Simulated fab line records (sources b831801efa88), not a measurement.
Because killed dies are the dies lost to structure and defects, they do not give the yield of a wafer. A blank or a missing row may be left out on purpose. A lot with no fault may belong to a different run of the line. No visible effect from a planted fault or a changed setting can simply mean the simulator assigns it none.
fab line records -- flow sky130 -- part 1 of 2: steps 1 to 25 of 35
record lots=5, wafers=15, last-day=51
route steps=708 shown METAL2@506 VIA2@507 METAL3@532 CAPM@537
lots untouched by any fault: they come from a run of this same line in which no faults occurred
start-h: hours from the record's opening day to when the first of the lot's shown wafers began -- wait-h: hours since the lot's step before -- " same as the row above -- L1.1+2: a single row standing in for several wafers -- - no value, or no start given -- * or withheld: withheld -- < > ~ a bound
route shown NAME@n: names a module that has steps shown in the file, with the first one's number in the route -- usual: the fault-free wafers' mean and standard deviation -- same: alike in all rows -- chamber/n: place in a boat -- sites: each site's reading -- _std_site: the values' standard deviation -- _edge_site: inner sites' mean taken away from outer sites' mean -- radius-mm: for every site, how far away it sits from the centre of the wafer -- mask NAME#n: copy n -- behind: the last tool/chamber to shape the wafer -- hold: what put the lot on hold/how long, in hours/how the hold closed -- device: transistor that didn't switch, given as n, p or np -- end of line: the tests these same wafers got at the end of their route -- where a step has no rows: the recipe by itself -- killed: count of dies lost to structure and defects at first sort (not the wafer's yield) -- map: a wafer's dies, x killed, . not, _ none there
set.NAME: the setting the step ran with; set.NAME@STEP: the setting that earlier step ran with -- model.NAME: the simulator's own value behind a step, which no gauge read
lots seen at some steps along the route; tables by step, rows by wafer
services: a tool's chamber out of use, with start hour (start-h, from the record's first day; less than 0 if before it), hours out, and reason
## steps
# step SKY_METAL2_CLEAN_23
# recipe chemistry=O3/DIW, dry=n2-spin
lot.wafer,tool,chamber,start-h,wait-h
L074.2+5+6,wet-bench-01,0,806.60,0.0
L076.1+2+5,wet-bench-03,2,816.08,0.0
L082.1+3+4,wet-bench-01,0,872.51,0.0
L090.2+4+6,wet-bench-03,3,954.06,0.0
L097.3+5+6,wet-bench-01,1,1020.93,0.0
# step SKY_VIA2_HDPCVD_00
# recipe material=SiO2, target-thk-nm=1180, sigma-open-frac=0.3, time-s=196.7, temp-c=400, sih4-flow-sccm=60, pressure-mtorr=6
lot.wafer,tool,chamber,start-h,wait-h
L074.2+5+6,hdpcvd-01,"0,0,1",806.69,0.0
L076.1+2+5,hdpcvd-01,"1,0,0",816.18,0.0
L082.1+3+4,hdpcvd-01,"2,1,2",872.61,0.0
L090.2+4+6,hdpcvd-02,"1,1,2",954.15,0.0
L097.3+5+6,hdpcvd-02,"0,0,1",1021.03,0.0
# step SKY_VIA2_THK_MEAS_01
# recipe reads=SiO2_of_VIA2_HDPCVD_00
# usual VIA2_HDPCVD_THK=1177/12
lot.wafer,tool,chamber,start-h,wait-h,VIA2_HDPCVD_THK[nm]
L074.2,film-metro-02,-,806.83,0.1,1160
L074.5,film-metro-02,-,806.83,0.1,1177
L074.6,film-metro-02,-,806.83,0.1,1171
L076.1,film-metro-03,-,816.31,0.1,1179
L076.2,film-metro-03,-,816.31,0.1,1179
L076.5,film-metro-03,-,816.31,0.1,1194
L082.1,film-metro-02,-,872.73,0.1,1186
L082.3,film-metro-02,-,872.73,0.1,1192
L082.4,film-metro-02,-,872.73,0.1,1191
L090.2,film-metro-03,-,954.29,0.1,1173
L090.4,film-metro-03,-,954.29,0.1,1183
L090.6,film-metro-03,-,954.29,0.1,1189
L097.3,film-metro-01,-,1021.17,0.1,1161
L097.5,film-metro-01,-,1021.17,0.1,1161
L097.6,film-metro-01,-,1021.17,0.1,1165
# step SKY_VIA2_CMP_02
# recipe material=SiO2, down-force-psi=4, platen-rpm=60, pad-velocity-m-s=0.94248
# usual motor-current-A=11.8/1.2, platen-rpm=60.00/0.038, retaining-ring-pressure-frac=1.000/0.0046
lot.wafer,tool,chamber,start-h,wait-h,motor-current-A,platen-rpm,retaining-ring-pressure-frac
L074.2,cmp-01,1,806.88,0.0,10.4,59.95,1.003
L074.5,cmp-01,1,806.88,0.0,10.4,59.99,1.008
L074.6,cmp-01,2,806.88,0.0,14.7,60.00,0.996
L076.1,cmp-02,2,816.37,0.1,12.6,59.95,1.005
L076.2,cmp-02,0,816.37,0.1,10.9,60.00,1.001
L076.5,cmp-02,3,816.37,0.1,11.6,60.00,1.000
L082.4,cmp-02,3,872.79,0.0,11.2,60.01,1.002
L082.1,cmp-02,0,872.79,0.0,11.0,60.01,1.002
L082.3,cmp-02,2,872.79,0.0,12.8,60.02,1.001
L090.2,cmp-02,1,954.34,0.0,10.9,60.00,0.996
L090.4,cmp-02,3,954.34,0.0,12.1,59.93,1.004
L090.6,cmp-02,1,954.34,0.0,11.2,59.95,0.995
L097.3,cmp-02,0,1021.36,0.2,11.7,60.06,0.997
L097.5,cmp-02,1,1021.36,0.2,10.6,59.94,1.007
L097.6,cmp-02,2,1021.36,0.2,12.2,59.99,0.998
# step SKY_VIA2_BOW_MEAS_03
# recipe mode=bow
# usual VIA2_BOW=86/7.6
lot.wafer,tool,chamber,start-h,wait-h,VIA2_BOW[um]
L074.2,film-metro-01,-,807.20,0.3,90
L074.5,film-metro-01,-,807.20,0.3,90
L074.6,film-metro-01,-,807.20,0.3,86
L076.1,film-metro-02,-,816.67,0.2,97
L076.2,film-metro-02,-,816.67,0.2,98
L076.5,film-metro-02,-,816.67,0.2,83
L082.1,film-metro-01,-,873.09,0.2,97
L082.3,film-metro-01,-,873.09,0.2,90
L082.4,film-metro-01,-,873.09,0.2,87
L090.2,film-metro-01,-,954.66,0.3,79
L090.4,film-metro-01,-,954.66,0.3,97
L090.6,film-metro-01,-,954.66,0.3,83
L097.3,film-metro-03,-,1021.55,0.1,69
L097.5,film-metro-03,-,1021.55,0.1,83
L097.6,film-metro-03,-,1021.55,0.1,79
# step SKY_VIA2_DEHYDRATE_04
# recipe temp-c=200, time-s=60
# usual heater-power-total-W=160.38/0.13, resist-line-temp-C=23.02/0.11
lot.wafer,tool,chamber,start-h,wait-h,heater-power-total-W,resist-line-temp-C
L074.2,litho-track-04,0,820.37,13.2,160.52,23.04
L074.5,litho-track-04,0,820.37,13.2,160.62,23.13
L074.6,litho-track-04,0,820.37,13.2,160.24,23.15
L076.1,litho-track-03,0,829.54,12.9,160.36,22.98
L076.2,litho-track-03,0,829.54,12.9,160.26,22.84
L076.5,litho-track-03,0,829.54,12.9,160.17,23.10
L082.1,litho-track-03,0,885.19,12.1,160.56,23.13
L082.3,litho-track-03,0,885.19,12.1,160.38,23.20
L082.4,litho-track-03,0,885.19,12.1,160.28,23.24
L090.2,litho-track-02,0,965.84,11.2,160.52,23.11
L090.4,litho-track-02,0,965.84,11.2,160.29,22.96
L090.6,litho-track-02,0,965.84,11.2,160.30,23.04
L097.3,litho-track-02,0,1031.97,10.4,160.14,23.10
L097.5,litho-track-02,0,1031.97,10.4,160.16,23.14
L097.6,litho-track-02,0,1031.97,10.4,160.38,23.05
# step SKY_VIA2_HMDS_05
# recipe prime-time-s=60, prime-temp-c=120
# usual resist-line-temp-C=23.01/0.11
lot.wafer,tool,chamber,start-h,wait-h,resist-line-temp-C
L074.2,litho-track-04,0,820.52,0.1,22.98
L074.5,litho-track-04,0,820.52,0.1,22.92
L074.6,litho-track-04,0,820.52,0.1,22.88
L076.1,litho-track-03,0,829.69,0.1,22.98
L076.2,litho-track-03,0,829.69,0.1,23.06
L076.5,litho-track-03,0,829.69,0.1,23.18
L082.1,litho-track-03,0,885.34,0.1,22.93
L082.3,litho-track-03,0,885.34,0.1,23.04
L082.4,litho-track-03,0,885.34,0.1,23.01
L090.2,litho-track-02,0,965.99,0.1,22.95
L090.4,litho-track-02,0,965.99,0.1,22.91
L090.6,litho-track-02,0,965.99,0.1,22.89
L097.3,litho-track-02,0,1032.12,0.1,23.10
L097.5,litho-track-02,0,1032.12,0.1,23.08
L097.6,litho-track-02,0,1032.12,0.1,22.98
# step SKY_VIA2_COAT_06
# recipe resist=BARC, temp-c=withheld, time-s=withheld, spin-rpm=3000, resist-thk-nm=60
# usual resist-line-temp-C=*, spin-speed-rpm=3000.2/2.1
lot.wafer,tool,chamber,start-h,wait-h,resist-line-temp-C,spin-speed-rpm
L074.2,litho-track-04,0,820.67,0.1,*,3002.1
L074.5,litho-track-04,0,820.67,0.1,*,3002.7
L074.6,litho-track-04,0,820.67,0.1,*,2998.0
L076.1,litho-track-03,0,829.84,0.1,*,3000.9
L076.2,litho-track-03,0,829.84,0.1,*,3001.1
L076.5,litho-track-03,0,829.84,0.1,*,3003.6
L082.1,litho-track-03,0,885.49,0.1,*,3000.5
L082.3,litho-track-03,0,885.49,0.1,*,3000.7
L082.4,litho-track-03,0,885.49,0.1,*,3001.1
L090.2,litho-track-02,0,966.14,0.1,*,3000.5
L090.4,litho-track-02,0,966.14,0.1,*,3001.3
L090.6,litho-track-02,0,966.14,0.1,*,2997.7
L097.3,litho-track-02,0,1032.27,0.1,*,2998.0
L097.5,litho-track-02,0,1032.27,0.1,*,2999.7
L097.6,litho-track-02,0,1032.27,0.1,*,3000.7
# step SKY_VIA2_COAT_07
# recipe resist=KrF-thick, spin-rpm=3000, resist-thk-nm=450
# usual resist-line-temp-C=23.00/0.097, spin-speed-rpm=3000.1/2.3
lot.wafer,tool,chamber,start-h,wait-h,resist-line-temp-C,spin-speed-rpm
L074.2,litho-track-04,0,-,-,23.17,3000.4
L074.5,litho-track-04,0,-,-,23.08,3002.9
L074.6,litho-track-04,0,-,-,23.05,3002.8
L076.1,litho-track-03,0,-,-,23.00,2999.5
L076.2,litho-track-03,0,-,-,22.99,3000.3
L076.5,litho-track-03,0,-,-,22.92,2999.4
L082.1,litho-track-03,0,-,-,23.06,2999.5
L082.3,litho-track-03,0,-,-,23.01,2999.8
L082.4,litho-track-03,0,-,-,22.96,2998.7
L090.2,litho-track-02,0,-,-,22.93,3004.4
L090.4,litho-track-02,0,-,-,22.90,2998.9
L090.6,litho-track-02,0,-,-,22.91,3000.8
L097.3,litho-track-02,0,-,-,23.02,2997.1
L097.5,litho-track-02,0,-,-,22.94,3001.7
L097.6,litho-track-02,0,-,-,23.16,3001.0
# step SKY_VIA2_SOFTBAKE_08
# recipe temp-c=100, time-s=90, resist=KrF-thick
# usual heater-power-total-W=57.35/0.12, resist-line-temp-C=22.99/0.1
lot.wafer,tool,chamber,start-h,wait-h,heater-power-total-W,resist-line-temp-C
L074.2,litho-track-04,0,-,-,57.46,22.95
L074.5,litho-track-04,0,-,-,57.35,22.85
L074.6,litho-track-04,0,-,-,57.31,22.81
L076.1,litho-track-03,0,-,-,57.48,23.14
L076.2,litho-track-03,0,-,-,57.29,22.95
L076.5,litho-track-03,0,-,-,57.25,23.04
L082.1,litho-track-03,0,-,-,57.41,23.12
L082.3,litho-track-03,0,-,-,57.23,22.98
L082.4,litho-track-03,0,-,-,57.30,23.05
L090.2,litho-track-02,0,-,-,57.54,23.01
L090.4,litho-track-02,0,-,-,57.41,23.16
L090.6,litho-track-02,0,-,-,57.18,23.02
L097.3,litho-track-02,0,-,-,57.21,22.93
L097.5,litho-track-02,0,-,-,57.18,23.03
L097.6,litho-track-02,0,-,-,57.18,23.14
# step SKY_VIA2_EXPOSE_09
# recipe mask-id=VIM2, na=0.8, source-shape=annular, sigma-inner=0.55, sigma-outer=0.85, target-cd-nm=200, dose-mj=38
# usual reticle-temp-C=23.00/0.12
lot.wafer,tool,chamber,start-h,wait-h,mask,reticle-temp-C
L074.2,krf-scanner-02,0,-,-,VIM2#0,23.27
L074.5,krf-scanner-02,0,-,-,VIM2#0,23.13
L074.6,krf-scanner-02,0,-,-,VIM2#0,23.11
L076.1,krf-scanner-01,0,-,-,VIM2#0,23.06
L076.2,krf-scanner-01,0,-,-,VIM2#0,23.14
L076.5,krf-scanner-01,0,-,-,VIM2#0,22.93
L082.1,krf-scanner-02,0,-,-,VIM2#0,22.80
L082.3,krf-scanner-02,0,-,-,VIM2#0,22.91
L082.4,krf-scanner-02,0,-,-,VIM2#0,22.89
L090.2,krf-scanner-01,0,-,-,VIM2#0,22.72
L090.4,krf-scanner-01,0,-,-,VIM2#0,22.89
L090.6,krf-scanner-01,0,-,-,VIM2#0,22.90
L097.3,krf-scanner-01,0,-,-,VIM2#0,23.16
L097.5,krf-scanner-01,0,-,-,VIM2#0,23.11
L097.6,krf-scanner-01,0,-,-,VIM2#0,23.16
# step SKY_VIA2_PEB_10
# recipe peb-temp-c=withheld, peb-time-s=withheld, resist=KrF-thick
# usual resist-line-temp-C=*
lot.wafer,tool,chamber,start-h,wait-h,resist-line-temp-C
L074.2,litho-track-02,0,-,-,*
L074.5,litho-track-02,0,-,-,*
L074.6,litho-track-02,0,-,-,*
L076.1,litho-track-03,0,-,-,*
L076.2,litho-track-03,0,-,-,*
L076.5,litho-track-03,0,-,-,*
L082.1,litho-track-02,0,-,-,*
L082.3,litho-track-02,0,-,-,*
L082.4,litho-track-02,0,-,-,*
L090.2,litho-track-02,0,-,-,*
L090.4,litho-track-02,0,-,-,*
L090.6,litho-track-02,0,-,-,*
L097.3,litho-track-03,0,-,-,*
L097.5,litho-track-03,0,-,-,*
L097.6,litho-track-03,0,-,-,*
# step SKY_VIA2_DEVELOP_11
# recipe develop-time-s=60, resist=KrF-thick, dev-temp-c=21
# usual resist-line-temp-C=23.02/0.11
lot.wafer,tool,chamber,start-h,wait-h,resist-line-temp-C
L074.2,litho-track-02,0,-,-,23.36
L074.5,litho-track-02,0,-,-,23.19
L074.6,litho-track-02,0,-,-,23.25
L076.1,litho-track-03,0,-,-,22.88
L076.2,litho-track-03,0,-,-,22.86
L076.5,litho-track-03,0,-,-,22.92
L082.1,litho-track-02,0,-,-,23.05
L082.3,litho-track-02,0,-,-,23.10
L082.4,litho-track-02,0,-,-,23.08
L090.2,litho-track-02,0,-,-,22.94
L090.4,litho-track-02,0,-,-,23.09
L090.6,litho-track-02,0,-,-,22.98
L097.3,litho-track-03,0,-,-,22.94
L097.5,litho-track-03,0,-,-,22.92
L097.6,litho-track-03,0,-,-,22.98
# step SKY_VIA2_CD_MEAS_12
# recipe target-cd-nm=200
# usual cd-nm=199.6/1.3
lot.wafer,tool,chamber,start-h,wait-h,cd-nm
L074.2,cd-sem-01,-,833.54,-,198.9
L074.5,cd-sem-01,-,833.54,-,200.4
L074.6,cd-sem-01,-,833.54,-,200.4
L076.1,cd-sem-01,-,843.04,-,196.4
L076.2,cd-sem-01,-,843.04,-,198.4
L076.5,cd-sem-01,-,843.04,-,200.1
L082.1,cd-sem-01,-,899.37,-,198.3
L082.3,cd-sem-01,-,899.37,-,199.6
L082.4,cd-sem-01,-,899.37,-,199.2
L090.2,cd-sem-01,-,979.44,-,199.5
L090.4,cd-sem-01,-,979.44,-,199.6
L090.6,cd-sem-01,-,979.44,-,200.9
L097.3,cd-sem-02,-,1043.03,-,198.2
L097.5,cd-sem-02,-,1043.03,-,198.4
L097.6,cd-sem-02,-,1043.03,-,199.3
# step SKY_VIA2_OVL_MEAS_13
# usual VIA2_OVL=-2/5.7
lot.wafer,tool,chamber,start-h,wait-h,VIA2_OVL[nm]
L074.2,overlay-02,-,833.64,0.1,1
L074.5,overlay-02,-,833.64,0.1,-3
L074.6,overlay-02,-,833.64,0.1,7
L076.1,overlay-01,-,843.16,0.1,-3
L076.2,overlay-01,-,843.16,0.1,-4
L076.5,overlay-01,-,843.16,0.1,-2
L082.1,overlay-02,-,899.49,0.1,0
L082.3,overlay-02,-,899.49,0.1,-4
L082.4,overlay-02,-,899.49,0.1,-7
L090.2,overlay-02,-,979.54,0.1,-5
L090.4,overlay-02,-,979.54,0.1,0
L090.6,overlay-02,-,979.54,0.1,-6
L097.3,overlay-01,-,1043.12,0.1,-3
L097.5,overlay-01,-,1043.12,0.1,-10
L097.6,overlay-01,-,1043.12,0.1,-7
# step SKY_VIA2_ETCH_14
# recipe chemistry=N2/H2, target=BARC, ion-energy-ev=200, source-w=500, bias-w=100, pressure-mtorr=30, n2-flow-sccm=100, h2-flow-sccm=200, stop-on=SiO2, time-s=45.9, target-depth-a=600
# usual bias-w=100.0/0.31, drypump-motor-current-A=5.5/0.35, oes-product-au=0.855/0.0044, throttle-valve-pct=13.226/0.0096
lot.wafer,tool,chamber,start-h,wait-h,bias-w,drypump-motor-current-A,oes-product-au,rf-hours-counter-h,throttle-valve-pct
L074.2,rie-diel-01,1,833.67,0.0,99.9,5.2,0.863,14,13.227
L074.5,rie-diel-01,3,833.67,0.0,99.8,6.0,0.859,-,13.225
L074.6,rie-diel-01,0,833.67,0.0,100.2,5.2,0.848,-,13.216
L076.1,rie-diel-01,2,843.20,0.0,100.2,5.1,0.858,9,13.232
L076.2,rie-diel-01,1,843.20,0.0,100.2,5.2,0.851,14,13.218
L076.5,rie-diel-01,3,843.20,0.0,100.2,6.0,0.853,-,13.216
L082.1,rie-diel-03,2,899.52,0.0,100.4,6.0,0.850,5,13.213
L082.3,rie-diel-03,0,899.52,0.0,99.8,5.1,0.845,8,13.237
L082.4,rie-diel-03,1,899.52,0.0,99.7,5.7,0.850,22,13.220
L090.2,rie-diel-01,1,979.57,0.0,100.2,5.2,0.855,19,13.206
L090.4,rie-diel-01,3,979.57,0.0,99.7,6.0,0.854,21,13.234
L090.6,rie-diel-01,0,979.57,0.0,99.7,5.2,0.852,-,13.237
L097.3,rie-diel-03,1,1043.15,0.0,99.6,5.7,0.851,26,13.215
L097.5,rie-diel-03,2,1043.15,0.0,100.0,6.0,0.848,-,13.230
L097.6,rie-diel-03,1,1043.15,0.0,99.7,5.7,0.852,-,13.231
# step SKY_VIA2_ETCH_15
# recipe target=SiO2, chemistry=C4F8/O2/Ar, target-depth-nm=546, stop-on=TiN, mask-material=KrF-thick, source-w=1500, bias-w=1200, pressure-mtorr=40, c4f8-flow-sccm=withheld, O2_flow_sccm=6, Ar_flow_sccm=300, time-s=84
# usual bias-w=1200/3.3, oes-product-au=0.940/0.0044
lot.wafer,tool,chamber,start-h,wait-h,bias-w,oes-product-au,rf-hours-counter-h
L074.2,rie-diel-01,1,833.71,0.0,1201,0.933,14
L074.5,rie-diel-01,3,833.71,0.0,1194,0.940,-
L074.6,rie-diel-01,0,833.71,0.0,1200,0.942,-
L076.1,rie-diel-01,2,843.24,0.0,1199,0.938,9
L076.2,rie-diel-01,1,843.24,0.0,1193,0.940,14
L076.5,rie-diel-01,3,843.24,0.0,1198,0.939,-
L082.1,rie-diel-03,2,899.56,0.0,1203,0.936,5
L082.3,rie-diel-03,0,899.56,0.0,1200,0.943,8
L082.4,rie-diel-03,1,899.56,0.0,1202,0.939,22
L090.2,rie-diel-01,1,979.62,0.0,1194,0.935,19
L090.4,rie-diel-01,3,979.62,0.0,1202,0.937,21
L090.6,rie-diel-01,0,979.62,0.0,1198,0.940,-
L097.3,rie-diel-03,1,1043.19,0.0,1201,0.941,26
L097.5,rie-diel-03,2,1043.19,0.0,1201,0.937,-
L097.6,rie-diel-03,1,1043.19,0.0,1201,0.942,-
# step SKY_VIA2_STRIP_16
# recipe chemistry=O2/N2, power-w=1400, pressure-mtorr=1500, platen-temp-c=withheld, o2-flow-sccm=3000, n2-flow-sccm=300, overash-fraction=0.5
# usual drypump-motor-current-A=5.7/0.49, oes-product-au=0.399/0.0049, strip-time-to-endpoint-s=4.05/0.031
# same overash-fraction=0.5
lot.wafer,tool,chamber,start-h,wait-h,drypump-motor-current-A,oes-product-au,rf-hours-counter-h,strip-time-to-endpoint-s
L074.2,plasma-asher-04,1,833.78,0.0,5.3,0.398,102,4.03
L074.5,plasma-asher-04,0,833.78,0.0,5.3,0.404,-,4.07
L074.6,plasma-asher-04,1,833.78,0.0,5.3,0.409,-,4.08
L076.1,plasma-asher-01,0,843.30,0.0,6.7,0.398,10,4.10
L076.2,plasma-asher-01,1,843.30,0.0,5.7,0.404,10,4.04
L076.5,plasma-asher-01,0,843.30,0.0,6.7,0.400,-,4.05
L082.1,plasma-asher-01,1,899.63,0.0,5.7,0.401,16,4.03
L082.3,plasma-asher-01,1,899.63,0.0,5.7,0.402,-,4.03
L082.4,plasma-asher-01,0,899.63,0.0,6.6,0.393,-,4.06
L090.2,plasma-asher-03,0,979.68,0.0,6.0,0.399,54,4.01
L090.4,plasma-asher-03,1,979.68,0.0,5.3,0.390,-,4.03
L090.6,plasma-asher-03,1,979.68,0.0,5.3,0.402,-,4.04
L097.3,plasma-asher-04,1,1043.29,0.1,5.3,0.404,-,4.10
L097.5,plasma-asher-04,1,1043.29,0.1,5.3,0.396,-,4.06
L097.6,plasma-asher-04,0,1043.29,0.1,5.3,0.406,-,4.11
# step SKY_VIA2_STRIP_17
# recipe chemistry=post-etch-residue-remover, time-s=1200, temp-c=72.5
lot.wafer,tool,chamber,start-h,wait-h
L074.2+5+6,wet-bench-02,1,833.88,0.1
L076.1+2+5,wet-bench-03,3,843.40,0.1
L082.1+3+4,wet-bench-03,2,899.73,0.1
L090.2+4+6,wet-bench-04,1,979.78,0.1
L097.3+5+6,wet-bench-03,0,1043.35,0.0
# step SKY_VIA2_CLEAN_18
# recipe chemistry=IPA, time-s=180, temp-c=25
lot.wafer,tool,chamber,start-h,wait-h
L074.2+5+6,wet-bench-03,3,834.22,0.0
L076.1+2+5,wet-bench-02,1,843.74,0.0
L082.1+3+4,wet-bench-02,2,900.10,0.0
L090.2+4+6,wet-bench-02,3,980.12,0.0
L097.3+5+6,wet-bench-04,1,1043.70,0.0
# step SKY_VIA2_CLEAN_19
# recipe chemistry=O3/DIW, dry=n2-spin
lot.wafer,tool,chamber,start-h,wait-h
L074.2+5+6,wet-bench-04,2,834.28,0.0
L076.1+2+5,wet-bench-04,1,843.80,0.0
L082.1+3+4,wet-bench-04,3,900.16,0.0
L090.2+4+6,wet-bench-03,3,980.18,0.0
L097.3+5+6,wet-bench-02,0,1043.75,0.0
# step SKY_VIA2_SPUTTER_20
# recipe material=TiN, target-thk-nm=20, chamber-pressure-pa=5, power-w=4000, time-s=80
# usual throttle-valve-pct=30.0/1.1
lot.wafer,tool,chamber,start-h,wait-h,throttle-valve-pct
L074.2,pvd-sputter-03,-,834.37,0.0,29.5
L074.5,pvd-sputter-03,-,834.37,0.0,29.5
L074.6,pvd-sputter-03,-,834.37,0.0,29.0
L076.1,pvd-sputter-03,-,843.90,0.0,30.9
L076.2,pvd-sputter-03,-,843.90,0.0,29.3
L076.5,pvd-sputter-03,-,843.90,0.0,29.3
L082.1,pvd-sputter-01,-,900.26,0.0,31.6
L082.3,pvd-sputter-01,-,900.26,0.0,30.6
L082.4,pvd-sputter-01,-,900.26,0.0,27.9
L090.2,pvd-sputter-03,-,980.28,0.0,28.9
L090.4,pvd-sputter-03,-,980.28,0.0,31.1
L090.6,pvd-sputter-03,-,980.28,0.0,31.0
L097.3,pvd-sputter-03,-,1043.85,0.0,31.2
L097.5,pvd-sputter-03,-,1043.85,0.0,31.2
L097.6,pvd-sputter-03,-,1043.85,0.0,29.4
# step SKY_VIA2_CVD_21
# recipe material=W, target-thk-nm=420, time-s=126.4, temp-c=400, pressure-torr=40
# usual heater-power-w=883/68
lot.wafer,tool,chamber,start-h,wait-h,heater-power-w
L074.2,cvd-w-02,1,834.43,0.0,753
L074.5,cvd-w-02,0,834.43,0.0,893
L074.6,cvd-w-02,1,834.43,0.0,767
L076.1,cvd-w-01,0,843.96,0.0,990
L076.2,cvd-w-01,1,843.96,0.0,946
L076.5,cvd-w-01,0,843.96,0.0,1023
L082.1,cvd-w-02,1,900.32,0.0,769
L082.3,cvd-w-02,0,900.32,0.0,894
L082.4,cvd-w-02,1,900.32,0.0,753
L090.2,cvd-w-01,0,980.34,0.0,906
L090.4,cvd-w-01,0,980.34,0.0,948
L090.6,cvd-w-01,0,980.34,0.0,921
L097.3,cvd-w-01,0,1043.95,0.1,933
L097.5,cvd-w-01,1,1043.95,0.1,910
L097.6,cvd-w-01,0,1043.95,0.1,913
# step SKY_VIA2_RS_MEAS_22
# recipe thk-meas-gauge=four-point-probe, reads=W_of_VIA2_CVD_21+TiN_of_VIA2_SPUTTER_20
# usual VIA2_W_RS=0.273/0.0032
lot.wafer,tool,chamber,start-h,wait-h,VIA2_W_RS[ohm/sq]
L074.2,film-metro-03,-,834.58,0.1,0.276
L074.5,film-metro-03,-,834.58,0.1,0.279
L074.6,film-metro-03,-,834.58,0.1,0.277
L076.1,film-metro-03,-,844.09,0.1,0.269
L076.2,film-metro-03,-,844.09,0.1,0.274
L076.5,film-metro-03,-,844.09,0.1,0.270
L082.1,film-metro-02,-,900.45,0.1,0.277
L082.3,film-metro-02,-,900.45,0.1,0.279
L082.4,film-metro-02,-,900.45,0.1,0.275
L090.2,film-metro-03,-,980.49,0.1,0.275
L090.4,film-metro-03,-,980.49,0.1,0.271
L090.6,film-metro-03,-,980.49,0.1,0.271
L097.3,film-metro-02,-,1044.08,0.1,0.273
L097.5,film-metro-02,-,1044.08,0.1,0.277
L097.6,film-metro-02,-,1044.08,0.1,0.275
# step SKY_VIA2_THK_MEAS_23
# recipe thk-meas-gauge=xrf, reads=W_of_VIA2_CVD_21
# usual VIA2_W_THK=428/7.3
lot.wafer,tool,chamber,start-h,wait-h,VIA2_W_THK[nm]
L074.2,film-metro-03,-,834.69,0.1,423
L074.5,film-metro-03,-,834.69,0.1,416
L074.6,film-metro-03,-,834.69,0.1,421
L076.1,film-metro-03,-,844.21,0.1,430
L076.2,film-metro-03,-,844.21,0.1,420
L076.5,film-metro-03,-,844.21,0.1,429
L082.1,film-metro-02,-,900.57,0.1,416
L082.3,film-metro-02,-,900.57,0.1,413
L082.4,film-metro-02,-,900.57,0.1,417
L090.2,film-metro-03,-,980.60,0.1,431
L090.4,film-metro-03,-,980.60,0.1,436
L090.6,film-metro-03,-,980.60,0.1,433
L097.3,film-metro-02,-,1044.18,0.1,422
L097.5,film-metro-02,-,1044.18,0.1,417
L097.6,film-metro-02,-,1044.18,0.1,421
